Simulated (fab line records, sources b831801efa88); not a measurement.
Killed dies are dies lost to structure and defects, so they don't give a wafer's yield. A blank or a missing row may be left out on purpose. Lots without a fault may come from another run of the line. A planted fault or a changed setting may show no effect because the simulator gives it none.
fab line records | flow sky130
record lots=13 wafers=37 last_day=50
route steps=708 shown CONTACT@407 METAL1@437 VIA4@656 PAD_OPEN@708
lots that met no fault: from a run of the same line without faults
start_h: hours from the record's first day to the start of the lot's first wafer shown | wait_h: hours since the lot's step before | " the same as in the row above | L1.1+2: a row that stands for several wafers | - no value, or no start given | * or withheld: withheld | < > ~ a bound
route shown NAME@n: a module of which the file shows steps, and the number in the route of the first | usual: mean/standard deviation of fault-free wafers | same: alike in all rows | chamber/n: place in a boat | sites: the reading at each site | _std_site: their standard deviation | _edge_site: outer sites' mean less inner sites' | radius_mm: how far each site lies from the wafer's centre | mask NAME#n: copy n | behind: the tool/chamber that last shaped the wafer | hold: why the lot was held/for how many hours/how that ended | device: the transistor (n, p or np) that didn't switch | end of line: the same wafers' tests at the end of the route | a step without rows: its recipe alone | killed: dies lost to structure and defects at the first sort, not the wafer's yield | map: a wafer's dies, x killed, . not, _ none there
set.NAME: the setting as run; set.NAME@STEP: as run at that earlier step | model.NAME: the simulator's own value behind a step, which no gauge read
steps of the route over a sample of lots; a table a step, a row a wafer
services: from which hour (start_h, from the record's first day; less than 0 if before it) a tool's chamber was out of use, for how many hours, and why
## steps
# step SKY_CONTACT_THK_MEAS_01
# recipe reads=Si3N4_of_CONTACT_CVD_00
# usual CONTACT_CVD_00_THK=75.1/1
# columns lot.wafer tool chamber start_h wait_h CONTACT_CVD_00_THK[nm]
L553.2 film_metro-04 - 708.92 - 73.5
L553.5 " - " " 75.1
L553.6 " - " " 74.8
L552.1 film_metro-04 - 710.21 - 74.0
L552.3 " - " " 73.2
L552.5 " - " " 75.6
L555.2 film_metro-04 - 737.64 - 73.9
L555.3 " - " " 75.2
L555.4 " - " " 76.8
L557.1 film_metro-04 - 747.86 - 75.7
L557.2 " - " " 75.2
L557.4 " - " " 76.0
L558.3 film_metro-01 - 751.33 - 74.6
L558.4 " - " " 76.0
L558.6 " - " " 77.0
L559.2 film_metro-03 - 767.34 - 75.8
L559.3 " - " " 73.0
L559.5 " - " " 75.7
L560.1 film_metro-03 - 775.50 - 73.9
L560.3 " - " " 74.8
L560.4 " - " " 76.2
L561.1 film_metro-04 - 785.30 - 73.7
L561.5 " - " " 74.7
L561.6 " - " " 75.8
L566.6 film_metro-03 - 812.40 - 77.3
L568.1 film_metro-03 - 829.43 - 73.2
L568.5 " - " " 73.6
L568.6 " - " " 74.3
L573.2 film_metro-04 - 866.15 - 74.5
L573.3 " - " " 74.8
L573.5 " - " " 75.5
L574.1 film_metro-04 - 866.66 - 74.3
L574.3 " - " " 75.3
L574.5 " - " " 75.7
L575.1 film_metro-04 - 877.75 - 74.1
L575.2 " - " " 75.2
L575.6 " - " " 75.9
# step SKY_METAL1_SPUTTER_03
# recipe material=Ti target_thk_nm=5 power_w=3000 time_s=3.3 chamber_pressure_pa=0.4
# usual chamber_pressure_pa=0.3999/0.00082 throttle_valve_pct=30.6/0.67
# same time_s=3.3
# columns lot.wafer tool chamber start_h wait_h chamber_pressure_pa throttle_valve_pct
L553.2 pvd_sputter-02 - 738.68 0.0 0.4004 30.4
L553.5 " - " " 0.4002 29.2
L553.6 " - " " 0.3999 31.3
L552.1 pvd_sputter-02 - 740.03 0.0 0.3994 31.0
L552.3 " - " " 0.3994 29.0
L552.5 " - " " 0.3985 29.0
L555.2 pvd_sputter-03 - 767.09 0.0 0.3990 30.4
L555.3 " - " " 0.4016 30.4
L555.4 " - " " 0.4001 31.0
L557.1 pvd_sputter-02 - 776.42 0.0 0.3985 30.4
L557.2 " - " " 0.3993 30.6
L557.4 " - " " 0.3983 28.9
L558.3 pvd_sputter-03 - 780.53 0.0 0.3993 30.7
L558.4 " - " " 0.3995 30.9
L558.6 " - " " 0.4004 30.4
L559.2 pvd_sputter-04 - 796.89 0.0 0.3987 31.7
L559.3 " - " " 0.3995 30.4
L559.5 " - " " 0.4003 30.4
L560.1 pvd_sputter-03 - 804.27 0.0 0.3998 30.1
L560.3 " - " " 0.4008 31.0
L560.4 " - " " 0.3982 31.1
L561.1 pvd_sputter-03 - 813.72 0.0 0.3996 30.6
L561.5 " - " " 0.4003 30.4
L561.6 " - " " 0.4000 31.0
L566.6 pvd_sputter-02 - 840.38 0.0 0.4009 30.7
L568.1 pvd_sputter-02 - 857.84 0.0 0.3999 28.9
L568.5 " - " " 0.4011 31.2
L568.6 " - " " 0.4000 30.6
L573.2 pvd_sputter-02 - 894.17 0.0 0.4013 30.6
L573.3 " - " " 0.4017 28.8
L573.5 " - " " 0.4001 30.5
L574.1 pvd_sputter-04 - 895.13 0.0 0.3990 31.9
L574.3 " - " " 0.4002 30.5
L574.5 " - " " 0.3989 30.9
L575.1 pvd_sputter-02 - 905.43 0.0 0.4006 30.9
L575.2 " - " " 0.3995 30.8
L575.6 " - " " 0.4003 30.7
# step SKY_METAL1_DESCUM_17
# recipe chemistry=O2 source_power_w=150 bias_power_w=0 pressure_mtorr=10 temp_c=40 time_s=8
# usual chamber_pressure_mTorr=10.000/0.0088 drypump_motor_current_A=5.6/0.38 oes_product_au=1.006/0.01
# same time_s=8
# columns lot.wafer tool chamber start_h wait_h chamber_pressure_mTorr drypump_motor_current_A oes_product_au rf_hours_counter_h
L553.2 rie_metal-01 1 766.16 0.0 10.007 5.6 1.004 4
L553.5 " 1 " " 9.978 5.6 1.016 -
L553.6 " 0 " " 10.002 5.4 1.001 -
L552.1 rie_metal-04 1 766.94 0.0 9.995 6.3 1.015 14
L552.3 " 1 " " 10.010 6.3 1.018 -
L552.5 " 0 " " 10.024 5.2 1.023 -
L555.2 rie_metal-01 0 794.09 0.0 9.996 5.4 1.019 12
L555.3 " 1 " " 10.012 5.6 1.007 -
L555.4 " 0 " " 9.981 5.4 1.010 -
L557.1 rie_metal-04 0 803.46 0.0 9.993 5.2 1.024 9
L557.2 " 0 " " 9.995 5.2 1.021 -
L557.4 " 0 " " 9.992 5.2 1.009 -
L558.3 rie_metal-01 0 807.54 0.0 9.998 5.4 1.014 -
L558.4 " 1 " " 10.001 5.6 1.028 -
L558.6 " 0 " " 10.008 5.4 1.017 -
L559.2 rie_metal-01 0 823.91 0.0 9.990 5.4 1.012 12
L559.3 " 1 " " 9.993 5.6 1.007 -
L559.5 " 0 " " 10.018 5.5 1.001 -
L560.1 rie_metal-01 1 830.79 0.0 10.006 5.6 1.005 6
L560.3 " 1 " " 10.013 5.6 1.001 -
L560.4 " 0 " " 9.982 5.4 1.014 -
L561.1 rie_metal-03 0 840.96 0.0 10.000 5.3 1.005 2
L561.5 " 0 " " 10.002 5.3 1.010 -
L561.6 " 1 " " 9.999 5.9 0.993 -
L566.6 rie_metal-04 0 867.13 0.0 9.978 5.2 1.013 -
L568.1 rie_metal-04 0 883.81 0.0 10.006 5.2 1.015 14
L568.5 " 0 " " 9.994 5.3 1.012 -
L568.6 " 1 " " 9.989 6.3 0.998 -
L573.2 rie_metal-03 0 919.46 0.0 9.982 5.3 1.008 6
L573.3 " 1 " " 10.001 5.9 0.985 -
L573.5 " 1 " " 10.005 5.9 0.992 -
L574.1 rie_metal-01 1 920.61 0.0 9.991 5.6 1.019 9
L574.3 " 1 " " 9.993 5.6 1.017 -
L574.5 " 0 " " 9.998 5.4 1.007 -
L575.1 rie_metal-03 1 930.78 0.0 10.004 5.9 0.992 15
L575.2 " 1 " " 10.011 5.9 0.992 -
L575.6 " 1 " " 10.014 5.9 0.994 -
# step SKY_VIA4_SPUTTER_17
# recipe material=TiN target_thk_nm=20 chamber_pressure_pa=5 power_w=4000 time_s=80
# usual chamber_pressure_pa=5.001/0.01 throttle_valve_pct=29.9/1.1
# same time_s=80
# columns lot.wafer tool chamber start_h wait_h chamber_pressure_pa throttle_valve_pct
L553.2 pvd_sputter-01 - 1007.16 0.0 5.009 28.8
L553.5 " - " " 5.010 29.1
L553.6 " - " " 4.988 28.0
L552.1 pvd_sputter-04 - 1009.71 0.0 4.982 31.7
L552.3 " - " " 4.996 31.4
L552.5 " - " " 5.005 31.0
L555.2 pvd_sputter-01 - 1032.42 0.0 5.001 28.5
L555.3 " - " " 4.987 29.3
L555.4 " - " " 4.989 28.1
L557.1 pvd_sputter-02 - 1039.67 0.0 4.995 29.0
L557.2 " - " " 4.997 31.3
L557.4 " - " " 4.995 30.6
L558.3 pvd_sputter-02 - 1043.36 0.0 4.996 28.8
L558.4 " - " " 5.012 30.4
L558.6 " - " " 5.008 30.3
L559.2 pvd_sputter-02 - 1056.62 0.0 4.996 30.9
L559.3 " - " " 5.012 30.6
L559.5 " - " " 4.986 28.8
L560.1 pvd_sputter-04 - 1062.86 0.0 5.031 30.1
L560.3 " - " " 5.001 30.9
L560.4 " - " " 5.014 31.7
L561.1 pvd_sputter-04 - 1072.66 0.0 5.012 30.1
L561.5 " - " " 5.002 30.3
L561.6 " - " " 5.000 31.7
L566.6 pvd_sputter-04 - 1093.15 0.0 5.019 30.2
L568.1 pvd_sputter-04 - 1105.36 0.0 5.013 31.7
L568.5 " - " " 4.995 30.6
L568.6 " - " " 5.019 31.4
L573.2 pvd_sputter-02 - 1134.36 0.0 5.001 30.7
L573.3 " - " " 5.015 30.9
L573.5 " - " " 5.002 30.6
L574.1 pvd_sputter-01 - 1135.68 0.0 5.007 29.2
L574.3 " - " " 4.996 28.0
L574.5 " - " " 5.002 27.9
L575.1 pvd_sputter-01 - 1141.22 0.0 4.994 29.0
L575.2 " - " " 4.996 28.9
L575.6 " - " " 5.019 28.6
# step SKY_PAD_OPEN_PROBE_99
# usual killed_at_M0_to_M3=43/7.2 killed_at_M4_up=3.3/2 killed_at_contacts=25/5.8 killed_at_front_end=15/4.5 killed_at_other=0.3/0.62 killed_dies=86/9.4 killed_open=47/7.1 killed_short=39/6
# same gross_dies=492 killed_at_back_side=0
# columns lot.wafer tool chamber start_h wait_h killed_at_M0_to_M3 killed_at_M4_up killed_at_contacts killed_at_front_end killed_at_other killed_dies killed_open killed_short
L555.2 prober-02 - 1101.31 0.1 49 3 35 19 1 107 57 48
L555.3 prober-02 - 1101.36 0.2 43 2 31 20 0 96 52 44
L555.4 prober-02 - 1101.41 0.2 51 4 27 19 1 102 56 44
L558.3 prober-01 - 1111.61 0.2 48 5 18 14 1 86 47 39
L558.4 prober-01 - 1111.66 0.2 40 1 28 10 0 79 42 37
L558.6 prober-01 - 1111.76 0.2 48 7 17 9 1 82 41 41
L561.1 prober-02 - 1137.70 0.1 49 0 36 10 0 95 55 40
L561.5 prober-02 - 1137.90 0.2 48 2 23 9 0 82 50 32
L561.6 prober-02 - 1137.95 0.2 41 4 30 14 0 89 47 42
L566.6 prober-01 - 1155.82 0.2 38 53 25 12 0 128 43 36
L568.1 prober-01 - 1165.04 0.1 42 1 10 17 0 70 32 37
L568.5 prober-01 - 1165.24 0.2 36 49 27 12 1 125 43 32
L568.6 prober-01 - 1165.29 0.2 41 2 18 11 2 74 40 34
L575.1 prober-02 - 1195.53 0.1 43 5 33 17 2 100 63 37
L575.2 prober-02 - 1195.58 0.1 44 2 21 13 0 80 47 33
L575.6 prober-02 - 1195.78 0.2 46 3 30 16 0 95 57 38
# killed by level:class
L555.2 CONTACT:geometric_particle:open=14 LI_CONTACT:geometric_particle:open=9 METAL2:geometric_particle:short=9 VIA1:geometric_particle:open=8 METAL1:geometric_particle:short=7 POLY_GATE:geometric_particle:open=6 VIA2:geometric_particle:open=6 POLY_GATE:geometric_particle:short=5
L555.3 CONTACT:geometric_particle:open=16 POLY_GATE:geometric_particle:short=7 VIA3:geometric_particle:open=7 VIA1:geometric_particle:open=7 FIELD_ISO:geometric_particle:open=6 LI_CONTACT:geometric_particle:open=6 VIA1:geometric_particle:short=6 VIA2:geometric_particle:open=5
L555.4 VIA1:geometric_particle:open=11 CONTACT:geometric_particle:open=11 METAL1:geometric_particle:short=9 VIA2:geometric_particle:open=9 LI_CONTACT:geometric_particle:open=6 VIA1:geometric_particle:short=6 VIA3:geometric_particle:open=5 FIELD_ISO:geometric_particle:open=4
L558.3 VIA1:geometric_particle:open=9 LI_CONTACT:geometric_particle:open=6 CONTACT:geometric_particle:open=6 METAL1:geometric_particle:short=6 VIA1:geometric_particle:short=6 VIA2:geometric_particle:open=6 VIA3:geometric_particle:open=5 FIELD_ISO:geometric_particle:short=4
L558.4 CONTACT:geometric_particle:open=13 VIA1:geometric_particle:open=7 METAL2:geometric_particle:short=7 CONTACT:geometric_particle:short=6 VIA2:geometric_particle:open=6 LI_CONTACT:geometric_particle:open=5 METAL1:geometric_particle:short=4 METAL3:geometric_particle:short=4
L558.6 VIA3:geometric_particle:open=17 METAL1:geometric_particle:short=7 VIA1:geometric_particle:open=7 METAL4:geometric_particle:short=6 LI_CONTACT:geometric_particle:open=5 METAL2:geometric_particle:short=5 POLY_GATE:geometric_particle:open=4 LOCAL_INTERCONNECT:geometric_particle:short=3
L561.1 CONTACT:geometric_particle:open=15 VIA1:geometric_particle:open=10 VIA3:geometric_particle:open=10 VIA1:geometric_particle:short=8 LI_CONTACT:geometric_particle:open=6 CONTACT:geometric_particle:short=6 VIA2:geometric_particle:open=6 LI_CONTACT:geometric_particle:short=4
L561.5 VIA1:geometric_particle:open=10 CONTACT:geometric_particle:short=9 CONTACT:geometric_particle:open=9 VIA3:geometric_particle:open=7 METAL1:geometric_particle:short=6 FIELD_ISO:geometric_particle:open=5 VIA1:geometric_particle:short=5 METAL2:geometric_particle:open=5
L561.6 CONTACT:geometric_particle:open=10 VIA1:geometric_particle:open=9 LI_CONTACT:geometric_particle:open=7 VIA1:geometric_particle:short=6 METAL2:geometric_particle:short=5 LOCAL_INTERCONNECT:geometric_particle:short=5 VIA2:geometric_particle:open=5 VIA2:geometric_particle:short=4
L566.6 VIA4:unspecified=48 VIA1:geometric_particle:open=14 CONTACT:geometric_particle:open=11 METAL1:geometric_particle:short=7 CONTACT:geometric_particle:short=6 POLY_GATE:geometric_particle:open=4 VIA1:geometric_particle:short=4 LI_CONTACT:geometric_particle:open=3
L568.1 VIA1:geometric_particle:open=12 METAL1:geometric_particle:short=8 VIA3:geometric_particle:open=8 POLY_GATE:geometric_particle:short=7 FIELD_ISO:geometric_particle:short=5 FIELD_ISO:geometric_particle:open=4 VIA3:geometric_particle:short=4 VIA2:geometric_particle:open=4
L568.5 VIA4:unspecified=49 CONTACT:geometric_particle:open=15 VIA2:geometric_particle:open=8 VIA3:geometric_particle:short=6 FIELD_ISO:geometric_particle:open=5 LI_CONTACT:geometric_particle:short=5 VIA1:geometric_particle:open=4 VIA1:geometric_particle:short=4
L568.6 VIA1:geometric_particle:open=15 FIELD_ISO:geometric_particle:short=5 LI_CONTACT:geometric_particle:open=5 CONTACT:geometric_particle:open=5 VIA1:geometric_particle:short=5 LOCAL_INTERCONNECT:geometric_particle:short=4 METAL2:geometric_particle:short=4 CONTACT:geometric_particle:short=3
L575.1 CONTACT:geometric_particle:open=16 VIA3:geometric_particle:open=10 LI_CONTACT:geometric_particle:open=7 CONTACT:geometric_particle:short=7 VIA1:geometric_particle:open=6 METAL2:geometric_particle:short=5 VIA1:geometric_particle:short=5 VIA2:geometric_particle:open=5
L575.2 VIA1:geometric_particle:open=13 LI_CONTACT:geometric_particle:open=8 VIA2:geometric_particle:open=8 VIA1:geometric_particle:short=5 LI_CONTACT:geometric_particle:short=4 VIA3:geometric_particle:short=4 FIELD_ISO:geometric_particle:short=3 FIELD_ISO:geometric_particle:open=3
L575.6 VIA1:geometric_particle:open=15 CONTACT:geometric_particle:open=11 VIA2:geometric_particle:open=10 LI_CONTACT:geometric_particle:open=7 VIA3:geometric_particle:open=6 LI_CONTACT:geometric_particle:short=6 FIELD_ISO:geometric_particle:open=5 METAL1:geometric_particle:short=5
## services
# columns tool chamber start_h hours kind
pvd_sputter-01 - 736.71 1.8 repair
pvd_sputter-02 3 749.82 - consumable_replace:kit
pvd_sputter-02 - 781.04 8.3 repair
rie_metal-03 0 791.79 11.3 repair
rie_metal-04 - 792.16 2.8 pm
rie_metal-03 - 803.15 0.6 repair
pvd_sputter-02 - 848.31 1.7 repair
rie_metal-04 - 890.87 1.4 pm
pvd_sputter-01 - 897.79 44.3 repair
rie_metal-01 - 907.06 2.8 pm
rie_metal-03 0 921.33 12.8 repair
rie_metal-03 0 955.49 9.2 repair
pvd_sputter-03 - 964.07 7.3 repair
rie_metal-04 1 977.58 15.4 repair
pvd_sputter-02 - 983.16 3.7 repair
pvd_sputter-01 - 1013.82 4.4 repair
pvd_sputter-04 - 1014.18 4.9 repair
pvd_sputter-04 - 1030.42 1.5 repair
pvd_sputter-01 - 1084.95 3.8 repair
rie_metal-01 - 1087.04 14.6 pm
pvd_sputter-02 - 1106.67 5.6 repair
pvd_sputter-01 - 1116.59 1.1 repair
pvd_sputter-04 - 1137.67 1.8 repair
pvd_sputter-02 - 1140.19 3.7 repair
## key
first_sign step=SKY_PAD_OPEN_PROBE_99 reading=killed_at_M4_up direction=up sigmas=24 usual=3.3 struck=51
effect step=SKY_PAD_OPEN_PROBE_99 reading=killed_dies direction=up sigmas=4.3 usual=86 struck=126
met_at SKY_VIA4_SPUTTER_17
struck_lots L566,L568
struck_wafers L566.6,L568.5
tester_left_out L566
not_acting_at SKY_CONTACT_THK_MEAS_01,SKY_METAL1_SPUTTER_03,SKY_METAL1_DESCUM_17
onset_between 1072.66 1093.15
earlier_fault kind=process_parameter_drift tool=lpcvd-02 chamber=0 onset_h=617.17 steps=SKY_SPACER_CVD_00 channel=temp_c offset=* shape=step end_h=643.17 acts_in=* stated=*
fault kind=chamber_particle_source tool=pvd_sputter-04 chamber=- onset_h=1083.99 steps=SKY_VIA4_SPUTTER_17 rate_per_visit_cm2=0.64202 end_h=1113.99 scope=struck_wafers_only
# tester_left_out: of these lots the tester's yield and bins aren't shown, on N5 and GAA mostly nor the transistor test; their killed dies are dies lost to structure and defects alone, not to doping, threshold or leakage, so they don't give the yield
